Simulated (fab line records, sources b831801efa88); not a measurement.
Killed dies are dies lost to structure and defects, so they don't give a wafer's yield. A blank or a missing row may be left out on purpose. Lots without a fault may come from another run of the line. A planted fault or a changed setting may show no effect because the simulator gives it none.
Which tool did it? | flow sky130 | 14 lots, 42 wafers sampled, at 5 steps of a route of 708

WHAT THE GAUGES READ, wafer by wafer
SKY_POLY_GATE_CD_MEAS_13: target cd 150 nm. Usual: cd_nm 149.7 nm, standard deviation 1.6.
lot  | measured     | on        | cd_nm (nm)        | flag
L711 | day 16 10:38 | cd_sem-02 | 150.1 150.2 150.8 |
L712 | day 16 15:52 | cd_sem-02 | 149.0 148.8 150.2 |
L714 | day 18 09:01 | cd_sem-02 | 148.2 149.0 149.3 |
L715 | day 18 13:23 | cd_sem-01 | 150.6 151.0 150.0 |
L717 | day 18 23:11 | cd_sem-01 | 151.6 150.0 151.4 |
L716 | day 19 00:47 | cd_sem-02 | 148.6 149.9 150.0 |
L718 | day 19 04:56 | cd_sem-02 | 150.3 151.0 151.9 |
L719 | day 19 13:49 | cd_sem-01 | 152.9 152.3 152.0 |
L720 | day 19 21:44 | cd_sem-02 | 147.2 147.7 148.5 |
L721 | day 20 17:40 | cd_sem-01 | 150.1 149.9 150.6 |
L723 | day 20 23:37 | cd_sem-01 | 151.3 149.9 149.7 |
L726 | day 21 20:10 | cd_sem-01 | 147.1 147.3 146.0 |
L731 | day 23 12:42 | cd_sem-01 | 150.2 149.6 151.8 |
L732 | day 23 19:25 | cd_sem-02 | 150.5 150.7 149.8 |

SKY_POLY_GATE_CD_MEAS_22. Usual: cd_nm 151 nm, standard deviation 3.1.
lot  | measured     | on        | cd_nm (nm)  | flag
L711 | day 16 13:45 | cd_sem-01 | 149 153 151 |
L712 | day 16 19:13 | cd_sem-01 | 149 153 154 |
L714 | day 18 11:08 | cd_sem-01 | 147 155 150 |
L715 | day 18 15:15 | cd_sem-01 | 153 149 149 |
L717 | day 19 03:14 | cd_sem-02 | 150 150 152 |
L716 | day 19 03:16 | cd_sem-01 | 151 154 154 |
L718 | day 19 06:48 | cd_sem-02 | 152 149 153 |
L719 | day 19 15:44 | cd_sem-02 | 157 153 152 |
L720 | day 19 23:36 | cd_sem-02 | 154 149 150 |
L721 | day 20 19:31 | cd_sem-01 | 149 150 155 |
L723 | day 21 01:28 | cd_sem-01 | 150 149 148 |
L726 | day 21 22:02 | cd_sem-01 | 150 147 143 |
L731 | day 23 14:34 | cd_sem-02 | 156 152 155 |
L732 | day 23 21:16 | cd_sem-02 | 151 159 149 |

SKY_LDD_N_OVL_MEAS_07. Usual: LDD_N_OVL -1.3 nm, standard deviation 1.3.
lot  | measured     | on         | LDD_N_OVL (nm) | flag
L711 | day 17 18:15 | overlay-02 | -1.0 -2.2 -2.0 |
L712 | day 17 23:37 | overlay-01 | -0.8 -2.1 0.2  |
L714 | day 19 17:12 | overlay-01 | -1.2 -1.0 -1.3 |
L715 | day 19 22:39 | overlay-01 | -3.1 -1.8 -1.2 |
L717 | day 20 10:28 | overlay-02 | -2.2 -1.4 -1.8 |
L716 | day 20 10:46 | overlay-02 | -0.1 -0.8 -1.6 |
L718 | day 20 13:49 | overlay-02 | -3.6 -4.0 -4.4 |
L719 | day 20 21:33 | overlay-02 | -0.3 -0.4 0.6  |
L720 | day 21 05:28 | overlay-01 | -0.9 -0.1 -2.2 |
L721 | day 22 02:24 | overlay-01 | -1.2 -1.6 0.3  |
L723 | day 22 07:35 | overlay-02 | -0.4 0.3 1.1   |
L726 | day 23 04:51 | overlay-01 | -2.1 -0.8 -0.8 |
L731 | day 24 19:58 | overlay-01 | 69.5 69.4 69.8 | OFF
L732 | day 25 03:31 | overlay-02 | 71.1 67.1 69.7 | OFF

SKY_LDD_N_TW_MEAS_17. Usual: LDD_N_TW 2621, standard deviation 37.
lot  | measured     | on            | LDD_N_TW       | flag
L711 | day 17 19:36 | film_metro-03 | 2610 2607 2592 |
L712 | day 18 00:58 | film_metro-01 | 2674 2653 2668 |
L714 | day 19 18:34 | film_metro-01 | 2657 2666 2664 |
L715 | day 20 00:00 | film_metro-01 | 2656 2663 2669 |
L717 | day 20 11:48 | film_metro-04 | 2585 2585 2591 |
L716 | day 20 12:07 | film_metro-04 | 2593 2583 2577 |
L718 | day 20 15:09 | film_metro-04 | 2589 2580 2590 |
L719 | day 20 22:53 | film_metro-03 | 2578 2595 2604 |
L720 | day 21 06:49 | film_metro-01 | 2662 2664 2650 |
L721 | day 22 03:44 | film_metro-01 | 2653 2635 2642 |
L723 | day 22 08:56 | film_metro-03 | 2580 2583 2585 |
L726 | day 23 06:11 | film_metro-04 | 2579 2559 2563 |
L731 | day 24 21:19 | film_metro-01 | 2650 2648 2659 |
L732 | day 25 04:51 | film_metro-01 | 2659 2658 2678 |

WHICH TOOL RAN EACH LOT (tool, then ch and the chambers of the sampled wafers, then the start)
lot  | SKY_LDD_N_EXPOSE_04
L711 | iline_stepper-01 ch 0, day 17 04:19
L712 | iline_stepper-02 ch 0, day 17 09:25
L714 | iline_stepper-02 ch 0, day 19 01:49
L715 | iline_stepper-01 ch 0, day 19 07:01
L717 | iline_stepper-02 ch 0, day 19 19:08
L716 | iline_stepper-01 ch 0, day 19 19:24
L718 | iline_stepper-01 ch 0, day 19 22:37
L719 | iline_stepper-01 ch 0, day 20 06:37
L720 | iline_stepper-01 ch 0, day 20 15:03
L721 | iline_stepper-02 ch 0, day 21 11:08
L723 | iline_stepper-01 ch 0, day 21 16:41
L726 | iline_stepper-02 ch 0, day 22 13:41
L731 | iline_stepper-01 ch 0, day 24 05:04
L732 | iline_stepper-01 ch 0, day 24 12:16
- SKY_LDD_N_EXPOSE_04: exposes mask NTM, target cd 840 nm.

WHAT THE TOOLS THEMSELVES READ (means of the sampled wafers that have a number; where no wafer has one, the mark that the record gives instead)
The record holds no such reading with a usual standard deviation.

THE ANSWER, worked out from the rows above alone
Rule: a lot is off if the mean of its wafers that have a number lies more than 3 standard deviations from the usual mean. A lot without any number at a reading at which 4 lots or more have one is off too. The other lots that the step has rows for count as sound. The gauges are gone through in route order, then the tools' own readings, and for those a lot's mean is taken as printed above. The first step at which some lot is off is used, and at that step the reading that is off furthest; a lot without a number counts as furthest.
Off: L731, L732, at SKY_LDD_N_OVL_MEAS_07 (LDD_N_OVL).
A tool fits if, at a process step before that reading, it ran every lot that is off, and no sound lot after the first of them. The gauges at SKY_LDD_N_OVL_MEAS_07 are tried like those tools. One fits: iline_stepper-01 at SKY_LDD_N_EXPOSE_04. Its last sound lot is L723 (day 21 16:41), its first lot that is off L731 (day 24 05:04): a fault that began between those two fits.

WHAT THE SIMULATOR HAD PUT IN
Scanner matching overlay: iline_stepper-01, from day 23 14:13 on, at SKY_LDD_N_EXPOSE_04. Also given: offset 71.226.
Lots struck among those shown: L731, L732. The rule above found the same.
